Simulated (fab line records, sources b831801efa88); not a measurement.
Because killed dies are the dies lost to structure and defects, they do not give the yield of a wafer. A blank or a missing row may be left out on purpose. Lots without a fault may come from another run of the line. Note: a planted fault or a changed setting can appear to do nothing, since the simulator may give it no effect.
Matching of chambers + flow gf180mcu + GF_V2_CMP_04 on cmp-02 has 4 sister chambers
The step polishes SiO2. 8 wafers are shown with their chamber, then 8 later ones without.

WAFERS, EACH WITH ITS CHAMBER
| wafer  | chamber | motorCurrentA (A) | timeToEndpointS (s) |
|--------|---------|-------------------|---------------------|
| L927.2 | 1       | 10.8              | 78                  |
| L929.5 | 0       | 11.5              | 80                  |
| L932.1 | 1       | 10.3              | 73                  |
| L932.6 | 2       | 12.6              | 84                  |
| L930.4 | 2       | 11.9              | 92                  |
| L930.5 | 3       | 11.1              | 88                  |
| L930.6 | 0       | 10.7              | 84                  |
| L935.1 | 3       | 10.8              | 80                  |

WAFERS WITHOUT THEIR CHAMBER
| wafer  | motorCurrentA (A) | timeToEndpointS (s) |
|--------|-------------------|---------------------|
| L935.2 | 10.9              | 73                  |
| L935.5 | 10.4              | 79                  |
| L936.2 | 12.5              | 78                  |
| L936.3 | 10.9              | 86                  |
| L936.4 | 10.7              | 86                  |
| L944.2 | 11.0              | 74                  |
| L944.3 | 12.8              | 76                  |
| L944.4 | 10.5              | 78                  |

WHICH CHAMBER EACH ONE RAN IN
| wafer  | from the rows above          | in truth |
|--------|------------------------------|----------|
| L935.2 | can't be placed: 1 or 0 or 3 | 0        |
| L935.5 | can't be placed: 1 or 3 or 0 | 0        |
| L936.2 | can't be placed: 2 or 0 or 3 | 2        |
| L936.3 | can't be placed: 3 or 0 or 1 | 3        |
| L936.4 | can't be placed: 3 or 0 or 1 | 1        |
| L944.2 | can't be placed: 1 or 0 or 3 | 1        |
| L944.3 | can't be placed: 2 or 0 or 3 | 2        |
| L944.4 | can't be placed: 1 or 0 or 3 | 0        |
Correctly placed: 0 of 8. Not placeable from these rows: 8 (in 8, the candidates include the true chamber). 0 placed wrongly.
How it was worked out, from the rows above alone: a wafer's distance from a chamber is the root of the sum, over the readings, of the square of ((its reading less the chamber's mean) divided by the reading's scatter). The wafer belongs to the nearest chamber; if the next one is less than 2 further off, it can't be placed. For every chamber, the mean is computed from those of its wafers that are shown. The scatter is the square root of a quotient: the sum, over the shown wafers, of each reading's squared deviation from its chamber's mean, divided by wafers minus chambers.
